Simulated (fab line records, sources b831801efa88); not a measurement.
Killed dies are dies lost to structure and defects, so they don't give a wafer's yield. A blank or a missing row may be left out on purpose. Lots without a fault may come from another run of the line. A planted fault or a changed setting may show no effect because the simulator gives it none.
One fault seen from 2 desks | flow sfq_line | each desk has only its own numbers; what lay behind them comes last

THE TOOL OWNER'S DESK: rie_metal-04
The tool's own readings at SFQ_TRILAYER_R5_BARC_OPEN_METAL_ETCH_177 (etches BARC in O2, target depth 125 nm, time 41.7 s): means of the sampled wafers that have a number, for each lot that ran on this tool. A lot is out of limits, marked OUT, if its mean lies more than 4 standard deviations from the usual mean; the brackets give that distance.
Columns: A = drypump_motor_current_A at SFQ_TRILAYER_R5_BARC_OPEN_METAL_ETCH_177, usual 5.4 A; B = oes_product_au at SFQ_TRILAYER_R5_BARC_OPEN_METAL_ETCH_177, usual 0.685 a.u.
lot  | first seen here | A   | B
L544 | day 63 17:59    | 5.3 | 0.682
L554 | day 66 14:50    | 5.4 | 0.684
L559 | day 67 12:25    | 5.1 | 0.687
L560 | day 67 17:13    | 5.1 | 0.680
L562 | day 68 01:37    | 5.3 | 0.685
This desk's finding: nothing out of limits on any of the 5 lots.

THE METROLOGY DESK
What the gauges read, lot by lot, whatever tool the lot ran on: means of the sampled wafers that have a number. A lot is out of limits, marked OUT, if its mean lies more than 4 standard deviations from the usual mean; the brackets give that distance.
Columns: A = R5_MONX_RS at SFQ_R5_RS_MEAS_933, usual 7.01 ohm/sq; B = R5_MONX_THK at SFQ_R5_THK_MEAS_934, usual 40.6 nm; C = R5_OVL at SFQ_R5_OVL_MEAS_935, usual 2 nm
lot  | first seen here | A    | B    | C
L544 | day 58 14:39    | 7.16 | 39.7 | 3
L553 | day 61 19:44    | 6.95 | 41.0 | 8
L554 | day 61 21:02    | 7.01 | 40.7 | -7
L559 | day 62 22:43    | 6.99 | 40.8 | 1
L560 | day 63 01:52    | 7.03 | 40.2 | 1
L561 | day 63 04:52    | 7.04 | 40.0 | 4
L562 | day 63 07:51    | 7.07 | 40.5 | -5
This desk's finding: nothing out of limits on any of the 7 lots.

PUT TOGETHER
The tool owner's desk saw nothing out of limits.
The metrology desk saw nothing out of limits.

WHAT THE SIMULATOR HAD PUT IN
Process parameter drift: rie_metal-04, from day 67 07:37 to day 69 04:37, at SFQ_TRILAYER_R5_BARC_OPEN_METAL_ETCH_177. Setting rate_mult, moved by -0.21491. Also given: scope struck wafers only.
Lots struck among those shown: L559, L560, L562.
